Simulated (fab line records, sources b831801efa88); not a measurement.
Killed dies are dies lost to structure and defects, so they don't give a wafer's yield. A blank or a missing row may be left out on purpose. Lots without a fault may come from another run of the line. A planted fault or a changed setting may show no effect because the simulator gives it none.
One fault seen from 2 desks | flow sky130 | each desk has only its own numbers; what lay behind them comes last

THE METROLOGY DESK
What the gauges read, lot by lot, whatever tool the lot ran on: means of the sampled wafers that have a number. A lot is out of limits, marked OUT, if its mean lies more than 4 standard deviations from the usual mean; the brackets give that distance.
Columns: A = LDD_HVN_TW at SKY_LDD_HVN_TW_MEAS_10, usual 1433; B = LDD_LDN_TW at SKY_LDD_LDN_TW_MEAS_13, usual 1479; C = cd_nm at SKY_SD_P_CD_MEAS_07, usual 380.1 nm; D = SD_P_TW at SKY_SD_P_TW_MEAS_11, usual 2830; E = SD_P_RS at SKY_SD_N_RS_MEAS_17, usual 147.1 ohm/sq
lot  | first seen here | A    | B    | C     | D              | E
L999 | day 21 08:35    | 1435 | 1459 | 380.1 | 2838           | 146.9
L100 | day 21 22:32    | 1437 | 1458 | 377.9 | 3122 (+21) OUT | 122.5 (-75) OUT
L101 | day 21 22:37    | 1420 | 1460 | 378.4 | 3119 (+21) OUT | 122.7 (-74) OUT
L102 | day 22 12:28    | 1440 | 1481 | 380.3 | 3140 (+22) OUT | 122.5 (-74) OUT
L110 | day 25 21:41    | 1416 | 1479 | 382.6 | 2833           | 146.7
L109 | day 25 23:26    | 1413 | 1495 | 384.1 | 2807           | 147.0
L111 | day 26 09:07    | 1454 | 1479 | 378.0 | 2830           | 147.0
L113 | day 27 00:59    | 1433 | 1477 | 374.1 | 2840           | 146.8
L115 | day 27 13:28    | 1446 | 1476 | 381.0 | 2821           | 146.9
L114 | day 27 14:41    | 1430 | 1479 | 378.9 | 2827           | 146.9
L116 | day 27 14:49    | 1440 | 1485 | 382.3 | 2804           | 146.6
This desk's finding: out of limits on L100, L101, L102; first on L100, day 27 00:46 (SD_P_TW at SKY_SD_P_TW_MEAS_11). In limits: L999, L110, L109, L111, L113, L115, L114, L116.

THE TOOL OWNER'S DESK: implanter-01
The tool's own readings at SKY_SD_P_IMPLANT_09: means of the sampled wafers that have a number, for each lot that ran on this tool. A lot is out of limits, marked OUT, if its mean lies more than 4 standard deviations from the usual mean; the brackets give that distance.
Columns: A = beam_energy_keV at SKY_SD_P_IMPLANT_09, usual 20.001
lot  | first seen here | A
L999 | day 26 11:13    | 20.006
L100 | day 27 00:31    | 28.907 (+99 or more) OUT
L101 | day 27 00:44    | 28.907 (+99 or more) OUT
L102 | day 27 14:14    | 28.913 (+99 or more) OUT
L110 | day 30 19:53    | 19.998
L109 | day 30 20:22    | 19.994
L114 | day 32 09:41    | 20.000
This desk's finding: out of limits on L100, L101, L102; first on L100, day 27 00:31 (beam_energy_keV at SKY_SD_P_IMPLANT_09). In limits: L999, L110, L109, L114.

PUT TOGETHER
The tool owner's desk could have raised an alarm at day 27 00:31, on L100, L101, L102.
The metrology desk could have raised an alarm at day 27 00:46, on L100, L101, L102.
Of the lots named, all ran SKY_SD_P_IMPLANT_09 on implanter-01.

WHAT THE SIMULATOR HAD PUT IN
Process parameter drift: implanter-01, from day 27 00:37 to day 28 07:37, at SKY_SD_P_IMPLANT_09. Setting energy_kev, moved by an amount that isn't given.
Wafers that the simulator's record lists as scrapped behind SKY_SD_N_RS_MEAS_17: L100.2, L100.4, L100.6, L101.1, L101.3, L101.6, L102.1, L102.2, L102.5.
Lots struck among those shown: L100, L101, L102.
